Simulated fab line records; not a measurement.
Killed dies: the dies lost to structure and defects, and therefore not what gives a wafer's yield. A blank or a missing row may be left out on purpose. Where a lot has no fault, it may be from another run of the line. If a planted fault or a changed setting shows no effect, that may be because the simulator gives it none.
Which tool is to blame? ; flow gf180mcu ; 24 lots, 72 wafers sampled, at 2 steps of a route of 602

== WHAT EACH GAUGE READ, for each wafer ==
GF_CONTACT_THK_MEAS_01.
lot;measured;on;CONTACT_CVD_00_THK (nm)
L074;day 14 23:19;filmMetro-01;295.1 296.8 300.1
L075;day 15 14:39;filmMetro-04;303.2 297.4 301.8
L076;day 15 18:06;filmMetro-03;302.2 301.5 300.1
L077;day 16 03:50;filmMetro-04;298.4 300.4 301.3
L078;day 16 17:40;filmMetro-03;301.2 296.9 297.3
L079;day 17 04:19;filmMetro-03;301.1 303.1 305.9
L080;day 17 09:33;filmMetro-01;302.9 303.7 302.7
L081;day 17 13:53;filmMetro-01;300.0 302.0 305.2
L082;day 18 04:04;filmMetro-04;302.5 303.1 304.1
L083;day 18 04:31;filmMetro-04;302.9 300.0 302.3
L084;day 18 17:16;filmMetro-01;300.5 300.9 298.2
L085;day 19 03:04;filmMetro-01;305.9 306.0 303.4
L086;day 19 10:05;filmMetro-03;302.8 303.4 305.5
L087;day 20 03:31;filmMetro-03;298.2 304.0 301.9
L088;day 20 10:16;filmMetro-04;305.0 303.6 303.7
L089;day 20 11:09;filmMetro-03;300.7 302.3 303.0
L090;day 20 16:12;filmMetro-04;295.5 297.0 299.5
L091;day 22 00:08;filmMetro-04;305.4 305.9 305.6
L092;day 22 00:47;filmMetro-03;301.4 301.7 301.4
L093;day 22 05:40;filmMetro-03;306.1 303.4 303.2
L094;day 22 08:16;filmMetro-04;301.7 300.5 299.4
L095;day 22 10:39;filmMetro-04;304.4 302.6 297.0
L096;day 23 03:28;filmMetro-04;304.5 305.9 303.0
L097;day 23 16:24;filmMetro-03;301.5 301.0 300.7

GF_V3_RS_MEAS_24: measurement is done with a four-point probe.
lot;measured;on;V3_W_RS (ohm/sq)
L074;day 22 03:52;filmMetro-03;0.330 0.329 0.327
L075;day 22 17:32;filmMetro-03;0.331 0.332 0.327
L076;day 22 23:41;filmMetro-03;0.333 0.333 0.331
L077;day 23 09:59;filmMetro-02;0.337 0.336 0.341
L078;day 23 22:47;filmMetro-02;0.329 0.328 0.329
L079;day 24 11:32;filmMetro-03;0.331 0.327 0.328
L080;day 24 15:06;filmMetro-04;0.325 0.327 0.325
L081;day 24 18:35;filmMetro-04;0.324 0.327 0.324
L082;day 25 08:52;filmMetro-02;0.321 0.324 0.322
L083;day 25 09:47;filmMetro-02;0.334 0.330 0.331
L084;day 25 19:42;filmMetro-02;0.325 0.327 0.322
L085;day 26 04:40;filmMetro-02;0.327 0.327 0.324
L086;day 26 08:59;filmMetro-04;0.321 0.324 0.324
L087;day 27 01:13;filmMetro-02;0.322 0.320 0.321
L088;day 27 05:05;filmMetro-04;0.331 0.332 0.327
L089;day 27 06:59;filmMetro-02;0.328 0.334 0.331
L090;day 27 10:53;filmMetro-03;0.327 0.329 0.328
L091;day 28 12:43;filmMetro-04;0.335 0.335 0.333
L092;day 28 14:03;filmMetro-03;0.331 0.335 0.332
L093;day 28 19:57;filmMetro-03;0.329 0.327 0.326
L094;day 28 21:08;filmMetro-04;0.330 0.336 0.329
L095;day 28 23:05;filmMetro-03;0.329 0.326 0.324
L096;day 29 15:16;filmMetro-03;0.325 0.329 0.326
L097;day 30 01:11;filmMetro-02;0.330 0.331 0.329

== TOOL THAT RAN EACH LOT (tool first, then ch and the chambers of the sampled wafers, then the start) ==
No process step before these readings appears in the record.

== AS READ BY THE TOOLS THEMSELVES (means over the sampled wafers that have a number; for cases with no such wafer, the mark the record gives instead) ==
The record holds no such reading with a usual standard deviation.

== THE ANSWER, worked out from the rows above alone ==
Rule: the lots themselves supply what counts as usual. The widest of any qualifying gaps counts: lots, ordered by their means at a reading, are off when they make up no more than a third of the lots, leave a main group of 4 or more, and stand apart from it by 3 or more times the standard deviation of that group's means. Not used: any main group whose means are identical at the precision the tables above print for the reading. Also off: a lot with no number at a reading for which 4 or more lots have one. Any other lot the step has rows for is counted as sound. Order of review: gauges by route order, followed by the tools' own readings, for which a lot's mean as printed above is used. The first step at which some lot is off is used, and at that step the reading that is off furthest; a lot without a number counts as furthest.
Nothing can be told from this: no lot is off at any reading shown.

== WHAT HAD BEEN PUT IN BY THE SIMULATOR ==
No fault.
